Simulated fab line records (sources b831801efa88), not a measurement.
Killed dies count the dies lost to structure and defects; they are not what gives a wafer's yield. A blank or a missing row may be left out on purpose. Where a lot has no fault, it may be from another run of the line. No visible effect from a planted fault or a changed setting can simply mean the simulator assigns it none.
Which tool is to blame? ; flow gf180mcu ; 6 lots with 18 wafers sampled at 4 steps, on a route of 602 steps

WHAT EACH GAUGE READ, for each wafer
GF_V2_BOW_MEAS_05.
lot;measured;on;V2_BOW (um)
L177;day 21 01:32;film_metro-03;118 111 107
L179;day 21 17:12;film_metro-01;89 84 86
L182;day 23 02:56;film_metro-03;97 110 89
L189;day 25 09:52;film_metro-03;98 103 103
L194;day 26 20:44;film_metro-01;99 101 95
L196;day 27 09:55;film_metro-03;102 101 110

TOOL THAT RAN EACH LOT (tool first, then ch and the chambers of the sampled wafers, then the start)
lot;GF_M2_SPUTTER_00;GF_M2_STRIP_17;GF_V2_CVD_02
L177;pvd_sputter-03, day 19 23:46;plasma_asher-03 ch 1, day 21 00:17;pecvd-02 ch 1,2, day 21 01:06
L179;pvd_sputter-03, day 20 14:40;plasma_asher-01 ch 1, day 21 16:05;pecvd-01 ch 0,1, day 21 16:46
L182;pvd_sputter-02, day 22 02:26;plasma_asher-02 ch 0,1, day 23 01:49;pecvd-01 ch 0,1,2, day 23 02:30
L189;pvd_sputter-02, day 24 10:12;plasma_asher-01 ch 0,1, day 25 08:46;pecvd-04 ch 1,2, day 25 09:26
L194;pvd_sputter-03, day 25 21:43;plasma_asher-03 ch 0, day 26 19:38;pecvd-01 ch 0,2, day 26 20:18
L196;pvd_sputter-04, day 26 11:20;plasma_asher-03 ch 0,1, day 27 08:48;pecvd-02 ch 0,1,2, day 27 09:28
- GF_M2_SPUTTER_00: material Ti, target thk 37.5 nm, time 150 s.
- GF_M2_STRIP_17: strips in O2/N2.
- GF_V2_CVD_02: deposits SiO2 from TEOS, target thk 850 nm, time 94.851 s.

THE ANSWER, worked out from the rows above alone
Rule: the lots themselves supply what counts as usual. The widest of any qualifying gaps counts: lots, ordered by their means at a reading, are off when they make up no more than a third of the lots, leave a main group of 4 or more, and stand apart from it by 3 or more times the standard deviation of that group's means. Not used: any main group whose means are identical at the precision the tables above print for the reading. Also off: a lot with no number at a reading for which 4 or more lots have one. Where the step has rows for the other lots, those lots are counted as sound.
No lot is off at any reading shown: from this, nothing can be told.

WHAT THE SIMULATOR PUT IN
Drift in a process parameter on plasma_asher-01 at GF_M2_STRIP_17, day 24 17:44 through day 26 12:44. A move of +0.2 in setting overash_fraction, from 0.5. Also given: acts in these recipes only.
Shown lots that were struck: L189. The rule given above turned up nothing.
